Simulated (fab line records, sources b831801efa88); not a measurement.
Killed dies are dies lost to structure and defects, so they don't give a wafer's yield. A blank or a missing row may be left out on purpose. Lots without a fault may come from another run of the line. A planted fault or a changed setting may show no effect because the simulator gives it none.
Which tool did it? | flow sky130 | 24 lots, 72 wafers sampled, at 3 steps of a route of 708

WHAT THE GAUGES READ, wafer by wafer
SKY_VIA3_THK_MEAS_23: measures by xrf.
lot  | measured     | on            | VIA3_W_THK (nm)
L074 | day 39 15:37 | film_metro-01 | 393 398 391
L075 | day 39 19:19 | film_metro-03 | 408 404 407
L076 | day 40 10:35 | film_metro-03 | 406 402 400
L077 | day 40 17:38 | film_metro-02 | 393 395 391
L078 | day 40 22:17 | film_metro-03 | 406 408 405
L079 | day 41 01:13 | film_metro-03 | 404 399 402
L080 | day 42 12:21 | film_metro-01 | 387 392 391
L081 | day 42 16:19 | film_metro-01 | 386 389 392
L082 | day 42 18:20 | film_metro-03 | 414 415 409
L083 | day 42 16:55 | film_metro-02 | 392 391 387
L084 | day 42 18:20 | film_metro-01 | 381 390 393
L085 | day 43 00:44 | film_metro-01 | 394 400 389
L086 | day 43 07:23 | film_metro-02 | 394 394 399
L087 | day 43 22:26 | film_metro-02 | 390 391 386
L088 | day 43 19:08 | film_metro-03 | 395 397 409
L089 | day 44 04:13 | film_metro-02 | 388 387 389
L090 | day 44 08:39 | film_metro-01 | 396 403 396
L091 | day 44 12:59 | film_metro-01 | 400 399 403
L092 | day 44 20:53 | film_metro-03 | 402 411 404
L093 | day 44 22:22 | film_metro-02 | 393 399 389
L094 | day 45 11:14 | film_metro-03 | 395 397 399
L095 | day 45 14:51 | film_metro-01 | 400 400 397
L096 | day 45 21:31 | film_metro-03 | 399 400 400
L097 | day 45 22:54 | film_metro-02 | 386 386 385

WHICH TOOL RAN EACH LOT (tool, then ch and the chambers of the sampled wafers, then the start)
lot  | SKY_FIELD_ISO_STRIP_16              | SKY_VIA3_SPUTTER_20
L074 | plasma_asher-03 ch 0,1, day 2 06:29 | pvd_sputter-03, day 39 15:19
L075 | plasma_asher-02 ch 0,1, day 2 11:01 | pvd_sputter-03, day 39 19:00
L076 | plasma_asher-02 ch 0,1, day 2 14:37 | pvd_sputter-02, day 40 10:16
L077 | plasma_asher-02 ch 0,1, day 2 19:37 | pvd_sputter-04, day 40 17:20
L078 | plasma_asher-02 ch 0,1, day 3 01:49 | pvd_sputter-03, day 40 21:59
L079 | plasma_asher-03 ch 0,1, day 3 07:27 | pvd_sputter-04, day 41 00:53
L080 | plasma_asher-03 ch 0,1, day 3 12:05 | pvd_sputter-02, day 42 12:03
L081 | plasma_asher-03 ch 0,1, day 3 18:14 | pvd_sputter-04, day 42 16:01
L082 | plasma_asher-03 ch 0,1, day 3 22:19 | pvd_sputter-02, day 42 18:01
L083 | plasma_asher-03 ch 0,1, day 4 03:07 | pvd_sputter-03, day 42 16:34
L084 | plasma_asher-03 ch 0,1, day 4 07:36 | pvd_sputter-03, day 42 18:01
L085 | plasma_asher-04 ch 0,1, day 4 16:04 | pvd_sputter-02, day 43 00:26
L086 | plasma_asher-04 ch 1, day 4 21:05   | pvd_sputter-02, day 43 07:05
L087 | plasma_asher-04 ch 1, day 5 01:10   | pvd_sputter-03, day 43 22:08
L088 | plasma_asher-02 ch 0,1, day 5 05:33 | pvd_sputter-03, day 43 18:48
L089 | plasma_asher-03 ch 0,1, day 5 11:31 | pvd_sputter-03, day 44 03:54
L090 | plasma_asher-03 ch 0,1, day 5 16:50 | pvd_sputter-03, day 44 08:21
L091 | plasma_asher-04 ch 0,1, day 5 19:46 | pvd_sputter-02, day 44 12:41
L092 | plasma_asher-02 ch 0,1, day 6 04:02 | pvd_sputter-04, day 44 20:35
L093 | plasma_asher-03 ch 0,1, day 6 08:04 | pvd_sputter-03, day 44 22:03
L094 | plasma_asher-02 ch 0,1, day 6 13:52 | pvd_sputter-02, day 45 10:56
L095 | plasma_asher-04 ch 0, day 6 17:52   | pvd_sputter-04, day 45 14:33
L096 | plasma_asher-02 ch 0, day 7 00:20   | pvd_sputter-03, day 45 21:13
L097 | plasma_asher-04 ch 0,1, day 7 05:02 | pvd_sputter-02, day 45 22:36
- SKY_FIELD_ISO_STRIP_16: strips in O2/N2.
- SKY_VIA3_SPUTTER_20: material TiN, target thk 20 nm, time 80 s.

WHAT THE TOOLS THEMSELVES READ (means of the sampled wafers that have a number; where no wafer has one, the mark that the record gives instead)
SKY_FIELD_ISO_STRIP_16.
lot  | tool            | drypump_motor_current_A (A) | oes_product_au (a.u.) | strip_time_to_endpoint_s (s)
L074 | plasma_asher-03 | 5.8                         | 0.375                 | 3.539
L075 | plasma_asher-02 | 5.5                         | 0.379                 | 3.553
L076 | plasma_asher-02 | 5.1                         | 0.378                 | 3.548
L077 | plasma_asher-02 | 5.1                         | 0.381                 | 3.578
L078 | plasma_asher-02 | 5.5                         | 0.381                 | 3.538
L079 | plasma_asher-03 | 5.9                         | 0.378                 | 3.542
L080 | plasma_asher-03 | 5.7                         | 0.376                 | 3.568
L081 | plasma_asher-03 | 5.8                         | 0.377                 | 3.529
L082 | plasma_asher-03 | 5.8                         | 0.376                 | 3.563
L083 | plasma_asher-03 | 5.8                         | 0.381                 | 3.541
L084 | plasma_asher-03 | 5.8                         | 0.380                 | 3.552
L085 | plasma_asher-04 | 5.4                         | 0.377                 | 3.558
L086 | plasma_asher-04 | 5.0                         | 0.378                 | 3.545
L087 | plasma_asher-04 | 5.0                         | 0.377                 | 3.580
L088 | plasma_asher-02 | 5.5                         | 0.378                 | 3.575
L089 | plasma_asher-03 | 5.7                         | 0.381                 | 3.603
L090 | plasma_asher-03 | 5.7                         | 0.380                 | 3.576
L091 | plasma_asher-04 | 5.5                         | 0.374                 | 3.544
L092 | plasma_asher-02 | 5.5                         | 0.381                 | 3.550
L093 | plasma_asher-03 | 5.7                         | 0.377                 | 3.560
L094 | plasma_asher-02 | 5.5                         | 0.380                 | 3.567
L095 | plasma_asher-04 | 5.7                         | 0.379                 | 3.526
L096 | plasma_asher-02 | 5.9                         | 0.381                 | 3.580
L097 | plasma_asher-04 | 5.4                         | 0.383                 | 3.561

SKY_VIA3_SPUTTER_20.
lot  | tool           | cathode_dc_power_W (W) | throttle_valve_pct (%)
L074 | pvd_sputter-03 | 3999.9                 | 30.1
L075 | pvd_sputter-03 | 4000.4                 | 30.3
L076 | pvd_sputter-02 | 3998.8                 | 29.4
L077 | pvd_sputter-04 | 3999.7                 | 28.9
L078 | pvd_sputter-03 | 4000.2                 | 30.4
L079 | pvd_sputter-04 | 3999.5                 | 30.9
L080 | pvd_sputter-02 | 3999.7                 | 29.3
L081 | pvd_sputter-04 | 4000.5                 | 29.6
L082 | pvd_sputter-02 | 3999.7                 | 29.4
L083 | pvd_sputter-03 | 3999.5                 | 29.8
L084 | pvd_sputter-03 | 3999.8                 | 30.0
L085 | pvd_sputter-02 | 4000.5                 | 29.4
L086 | pvd_sputter-02 | 3999.6                 | 29.6
L087 | pvd_sputter-03 | 4000.5                 | 30.0
L088 | pvd_sputter-03 | 3999.9                 | 30.1
L089 | pvd_sputter-03 | 4000.3                 | 30.5
L090 | pvd_sputter-03 | 4000.7                 | 30.0
L091 | pvd_sputter-02 | 3999.9                 | 29.9
L092 | pvd_sputter-04 | 3999.9                 | 28.9
L093 | pvd_sputter-03 | 4000.1                 | 30.4
L094 | pvd_sputter-02 | 3999.7                 | 29.8
L095 | pvd_sputter-04 | 3999.7                 | 29.9
L096 | pvd_sputter-03 | 4000.5                 | 30.1
L097 | pvd_sputter-02 | 3999.3                 | 29.7

THE ANSWER, worked out from the rows above alone
Rule: what is usual is taken from the lots themselves. Put in order of their means at a reading, lots are off if they are a third of the lots or fewer, leave a main group of 4 or more, and stand apart from it by a gap of 3 or more times the standard deviation of the main group's means; of several such gaps the widest counts. A main group whose means are all the same, to the digits that the tables above print for the reading, isn't used. A lot without any number at a reading at which 4 lots or more have one is off too. The other lots that the step has rows for count as sound. The gauges are gone through in route order, then the tools' own readings, and for those a lot's mean is taken as printed above. The first step at which some lot is off is used, and at that step the reading that is off furthest; a lot without a number counts as furthest.
No lot is off at any reading shown: from this, nothing can be told.

WHAT THE SIMULATOR HAD PUT IN
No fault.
